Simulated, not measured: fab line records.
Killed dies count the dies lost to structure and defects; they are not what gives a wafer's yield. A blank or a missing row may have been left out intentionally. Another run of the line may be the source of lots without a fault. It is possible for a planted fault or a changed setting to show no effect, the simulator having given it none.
A lot that was struck, set against a sound lot ; flow sky130 ; 14 steps out of a route of 708
Sound: these wafers, L152.3, L152.5, L152.6. Wafers L141.1, L141.2, L141.5 were the ones struck. At the end, the cause is stated.
For every step that has rows: the tool of each side, followed by ch and its chambers, followed by its first start. Under that, the readings that differ: sound wafers ; struck wafers ; difference of the means ; sigmas: that difference in standard deviations of wafers without a fault.
alike: readings whose means differ by less than 2 such deviations, and words and numbers that are the same on both sides. not compared: withheld readings, readings that some wafer has no value for, bounds like >300 that may hide the same value, and numbers for which the record gives no deviation and whose values overlap.
A row with sigmas, a row that says differs or no value, or rows on one side alone: a step with any of these is where the two part. Non-overlapping numbers with no deviation appear without sigmas and do not part them. Lack of a reading on every wafer of one side parts them only where that side has two or more wafers.

first, 1 step without rows for these wafers: SKY_CAPM_DEVELOP_11 (develop time 60 s).
SKY_CAPM_OVL_MEAS_12:
  struck on overlay-02, day 39 18:27; sound on overlay-02, day 42 13:52
  alike: CAPM_OVL
SKY_CAPM_METAL_ETCH_13: etches TiN in Cl2/BCl3, stops on SiO2, target depth 220 nm, time 62.9 s.
  sound on rie-metal-02 ch 0,1, day 42 13:55; struck on rie-metal-02 ch 0,1, day 39 18:29
  alike: drypump-motor-current-A, oes-product-au, throttle-valve-pct
  not compared: rf-hours-counter-h
SKY_CAPM_STRIP_14: strips in O2/N2.
  sound on plasma-asher-03 ch 0,1, day 42 14:00; struck on plasma-asher-01 ch 0,1, day 39 18:34
  alike: drypump-motor-current-A, oes-product-au, strip-time-to-endpoint-s
  not compared: rf-hours-counter-h
then, 8 steps without rows for these wafers: SKY_CAPM_STRIP_15 (strips in post etch residue remover, time 1200 s); SKY_CAPM_CLEAN_16 (cleans in IPA, time 180 s); SKY_CAPM_CLEAN_17 (cleans in O3/DIW); SKY_METAL3_DEHYDRATE_05 (time 60 s); SKY_METAL3_HMDS_06 (prime time 60 s); SKY_METAL3_COAT_07 (resist thk 60 nm); SKY_METAL3_COAT_08 (resist thk 1140 nm); SKY_METAL3_SOFTBAKE_09 (time 90 s).
SKY_METAL3_EXPOSE_10: exposes mask MM3, target cd 300 nm.
  sound on krf-scanner-02 ch 0, day 43 01:43; struck on krf-scanner-01, day 40 07:28
  no value came back on the struck wafers for exposure-dose-mJ-cm2, focus-offset-nm (nm), stage-vel-mm-s (mm/s); on the sound wafers exposure-dose-mJ-cm2 reads 27.89 27.91 27.91
  alike: mask
after that, 1 step had no rows for these wafers: SKY_METAL3_PEB_11.

## WHERE THEY PART
Only at SKY_METAL3_EXPOSE_10, within this record.

WHY: what the simulator had put in
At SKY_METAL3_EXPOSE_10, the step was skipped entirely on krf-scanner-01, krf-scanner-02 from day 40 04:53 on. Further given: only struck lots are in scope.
